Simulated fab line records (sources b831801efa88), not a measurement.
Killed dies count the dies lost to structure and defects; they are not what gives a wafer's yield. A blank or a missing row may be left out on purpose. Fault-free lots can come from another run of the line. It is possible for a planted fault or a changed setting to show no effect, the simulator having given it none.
2 desks looking at one fault / flow sky130 / each desk has only its own numbers; what lay behind them comes last

DESK OF THE TOOL OWNER: plasma asher-02
The tool's own readings at SKY_RES_XHIGH_STRIP_08 (strips in O2/N2): means of the sampled wafers that have a number, for each lot that ran on this tool. If a lot's mean is further than 4 standard deviations from the usual mean, the lot is out of limits and carries the mark OUT (the distance appears in the brackets).
Columns: A = drypump motor current A at SKY_RES_XHIGH_STRIP_08, usual 5.6 A; B = oes product au at SKY_RES_XHIGH_STRIP_08, usual 0.710 a.u.; C = strip time to endpoint s at SKY_RES_XHIGH_STRIP_08, usual 14.29 s
lot=L578; first seen here=day 27 09:56; A=6.1; B=0.712; C=14.32
lot=L579; first seen here=day 28 05:18; A=6.1; B=0.710; C=14.27
lot=L580; first seen here=day 28 21:10; A=6.0; B=0.707; C=14.27
lot=L584; first seen here=day 30 03:24; A=6.1; B=0.712; C=14.31
lot=L585; first seen here=day 30 11:03; A=6.0; B=0.714; C=14.31
lot=L588; first seen here=day 31 10:29; A=6.0; B=0.709; C=14.29
lot=L590; first seen here=day 31 20:04; A=6.1; B=0.710; C=14.26
lot=L591; first seen here=day 31 20:58; A=6.0; B=0.714; C=14.30
Result from this desk: across the 8 lots, nothing is out of limits.

FROM THE METROLOGY DESK
Lot by lot, what the gauges showed, no matter which tool ran the lot: averages of those sampled wafers that carry a number. If a lot's mean is further than 4 standard deviations from the usual mean, the lot is out of limits and carries the mark OUT (the distance appears in the brackets).
Columns: A = VIA2_BOW at SKY_VIA2_BOW_MEAS_03, usual 87 um
lot=L576; first seen here=day 35 06:08; A=83
lot=L578; first seen here=day 35 16:49; A=91
lot=L579; first seen here=day 36 14:46; A=77
lot=L580; first seen here=day 37 06:22; A=81
lot=L582; first seen here=day 37 12:22; A=90
lot=L583; first seen here=day 37 22:30; A=86
lot=L584; first seen here=day 38 08:53; A=76
lot=L585; first seen here=day 38 15:55; A=87
lot=L586; first seen here=day 38 17:54; A=88
lot=L588; first seen here=day 39 13:54; A=95
lot=L590; first seen here=day 39 21:16; A=79
lot=L591; first seen here=day 39 23:11; A=86
Result from this desk: across the 12 lots, nothing is out of limits.

TAKEN TOGETHER
Nothing out of limits was seen by the tool owner's desk.
From the metrology desk's view, nothing was out of limits.

WHAT THE SIMULATOR HAD INSERTED
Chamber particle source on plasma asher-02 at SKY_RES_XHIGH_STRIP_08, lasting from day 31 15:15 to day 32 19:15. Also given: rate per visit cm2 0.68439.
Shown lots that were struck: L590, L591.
